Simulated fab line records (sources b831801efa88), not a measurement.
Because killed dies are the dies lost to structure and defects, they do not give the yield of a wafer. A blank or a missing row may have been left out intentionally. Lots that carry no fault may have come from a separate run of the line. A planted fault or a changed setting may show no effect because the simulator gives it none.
8D (eight disciplines) problem report, filled in by code :: flow sky130 :: the parts of the form that need people (team, actions taken, sign-off) are left out

## 1. THE ISSUE
Wafers free of any fault read 1749 nm (standard deviation 17) for VIA4_HDPCVD_THK at SKY_VIA4_THK_MEAS_01, against a mean of 1400 nm on 6 wafers of 2 lots. Relative to the usual mean, that is a shift of -20 standard deviations.
Seen first at day 43 15:19 on film metro-03, wafer L822.3. The record has a number at this step for 33 wafers belonging to 11 lots. Rule for "out", or "out of limits": more than 4 standard deviations from the usual mean. Any other wafer with a number is counted as sound.

## 2. WHAT IT IS AND WHAT IT IS NOT
question: which readings at this step
is: VIA4_HDPCVD_THK
is not: -

question: which lots
is: L822, L824
is not: L819, L821, L823, L834, L837, L838, L839, L840, L842

question: which wafers of those lots
is: all that have a number
is not: -

question: read on which gauges
is: film metro-02, film metro-03
is not: film metro-01

question: when
is: from day 43 15:19
is not: up to then (6 sound wafers); but 21 sound wafers of L823, L834, L837, L838, L839, L840, L842 came after

## 3. WHAT RULES OUT EACH SUSPECT
Counting: a tool at a process step up to the reading stays a suspect if it ran every lot that is out and no sound lot after the first of them.
- ruled out: the gauge at SKY_VIA4_THK_MEAS_01. 2 gauges (film metro-02, film metro-03) read the wafers that are out.
- pvd sputter-02 at SKY_CAP2M_SPUTTER_02 (material TiN, target thk 200 nm, time 166.7 s): ruled out as a lasting fault. After its first lot that is out, L822 (day 41 11:52), sound lots L823, L834, L838, L842 ran on it.
- hdpcvd-01 at SKY_VIA4_HDPCVD_00 (deposits SiO2, target thk 1750 nm, time 291.7 s): ruled out as a lasting fault. After its first lot that is out, L822 (day 43 15:07), sound lots L837, L838, L839, L840, L842 ran on it.
Left after counting: nothing in the record.

## 4. THE CAUSE (what the simulator had put in)
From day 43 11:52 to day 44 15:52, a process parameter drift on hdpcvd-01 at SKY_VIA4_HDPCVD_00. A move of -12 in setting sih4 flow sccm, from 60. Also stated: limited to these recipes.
Counting ruled it out, wrongly: the rule takes a fault to strike every lot that its tool runs from its start on, and this one did not.

## 5. THE EFFECT CHAIN, in route order
Rows list readings where the struck wafers' mean (over those with a number) sits beyond 3 standard deviations from the usual. Scope: only readings with a usual standard deviation given in the record; hours: median across lots of the time from each lot's start at the first step in this table that gives one to its start at this step; sigmas: change in usual standard deviations.
hours: 0
step: SKY_VIA4_HDPCVD_00
reading: sih4 flow sccm
usual: 60.01 sccm
on struck wafers: 47.95
change: -12.06
sigmas: -71

hours: 0
step: SKY_VIA4_THK_MEAS_01
reading: VIA4_HDPCVD_THK
usual: 1749 nm
on struck wafers: 1400
change: -348
sigmas: -20
Process steps it contains:
- SKY_VIA4_HDPCVD_00: deposits SiO2, target thk 1750 nm, time 291.7 s.

## 6. HOW IT WOULD HAVE BEEN CAUGHT EARLIER
3 hours passed between the start of the fault at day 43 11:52 and the first reading out of limits at a measuring or inspecting step in this record, taken at day 43 15:19.
Tool's own readings at SKY_VIA4_HDPCVD_00, sih4 flow sccm: out on all struck wafers the step has rows for; an alarm limit on them would have tripped on the first.
